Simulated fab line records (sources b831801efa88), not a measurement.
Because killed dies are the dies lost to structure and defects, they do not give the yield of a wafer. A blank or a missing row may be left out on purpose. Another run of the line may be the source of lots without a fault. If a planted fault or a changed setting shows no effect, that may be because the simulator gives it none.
The same fault as seen by 2 desks	flow gf180mcu	each desk has only its own numbers; what lay behind them comes last

FROM THE METROLOGY DESK
Lot by lot, what the gauges showed, no matter which tool ran the lot: averages of those sampled wafers that carry a number. If a lot's mean is further than 4 standard deviations from the usual mean, the lot is out of limits and carries the mark OUT (the distance appears in the brackets).
Columns: A = STI_OXIDATION_02_THK at GF_STI_THK_MEAS_30, usual 10.01 nm; B = HV_LDD_3_TW at GF_HV_LDD_TW_MEAS_38, usual 1429; C = HV_LDD_RS at GF_HV_LDD_RS_MEAS_53, usual 418.1 ohm/sq; D = cd_nm at GF_SAB_CD_MEAS_09, usual 420.8 nm; E = SALICIDE_TIN_RS at GF_SALICIDE_RS_MEAS_04, usual 16.95 ohm/sq
lot	first seen here	A	B	C	D	E
L437	day 2 06:06	9.82	1433	417.8	418.0	17.37
L438	day 2 11:46	10.12	1421	419.3	422.2	16.54
L441	day 3 12:44	9.78	1437	416.8	419.8	16.80
L443	day 3 15:34	10.11	1428	419.9	418.1	16.69
L444	day 3 19:55	9.87	1432	417.7	422.1	16.96
L445	day 4 02:53	9.97	1426	418.1	421.0	17.21
L446	day 4 08:38	10.26	1431	418.6	418.8	16.72
L447	day 4 10:02	9.84	1426	417.2	419.7	16.63
L450	day 5 00:04	10.00	1363 (-9.1) OUT	429.1 (+12) OUT	424.4	17.20
L451	day 5 04:48	10.10	1367 (-8.5) OUT	429.3 (+13) OUT	425.3	17.41
L453	day 5 15:14	10.18	1431	418.3	421.1	17.50
L456	day 6 07:52	10.00	1427	418.0	420.8	16.78
L459	day 6 22:34	10.00	1426	419.3	423.9	16.82
This desk reports L450, L451 out of limits; the earliest was L451 at day 16 04:43 (HV_LDD_3_TW at GF_HV_LDD_TW_MEAS_38). Within limits: L437, L438, L441, L443, L444, L445, L446, L447, L453, L456, L459.

DESK OF THE TOOL OWNER: implanter-01
GF_HV_LDD_IMPLANT_34, tool's own readings: per-lot mean of the sampled wafers with a number, covering each lot this tool ran. If a lot's mean is further than 4 standard deviations from the usual mean, the lot is out of limits and carries the mark OUT (the distance appears in the brackets).
Columns: A = dose_ions_cm2 at GF_HV_LDD_IMPLANT_34, usual 7.5e+12; B = faraday_current_uA at GF_HV_LDD_IMPLANT_34, usual 42.3
lot	first seen here	A	B
L438	day 11 17:40	7.5e+12	41.8
L443	day 13 16:55	7.5e+12	41.8
L447	day 15 07:38	7.5e+12	42.1
L451	day 16 04:10	3.6e+12 (-99 or more) OUT	20.5 (-26) OUT
L450	day 16 05:08	3.6e+12 (-99 or more) OUT	20.4 (-26) OUT
This desk's finding: out of limits on L450, L451; first on L451, day 16 04:10 (dose_ions_cm2 at GF_HV_LDD_IMPLANT_34). Within limits: L438, L443, L447.

BROUGHT TOGETHER
The tool owner's desk could have raised an alarm at day 16 04:10, on L450, L451.
An alarm was possible from the metrology desk at day 16 04:43, on L450, L451.
The lots listed all ran GF_HV_LDD_IMPLANT_34 on implanter-01.

WHAT HAD BEEN PUT IN BY THE SIMULATOR
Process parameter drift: implanter-01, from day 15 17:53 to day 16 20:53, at GF_HV_LDD_IMPLANT_34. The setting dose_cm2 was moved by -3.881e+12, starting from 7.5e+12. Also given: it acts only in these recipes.
Struck lots among those shown: L450, L451.
Hours from the fault's start to each desk's first reading out of limits: the tool owner's desk, 10; the metrology desk, 11.
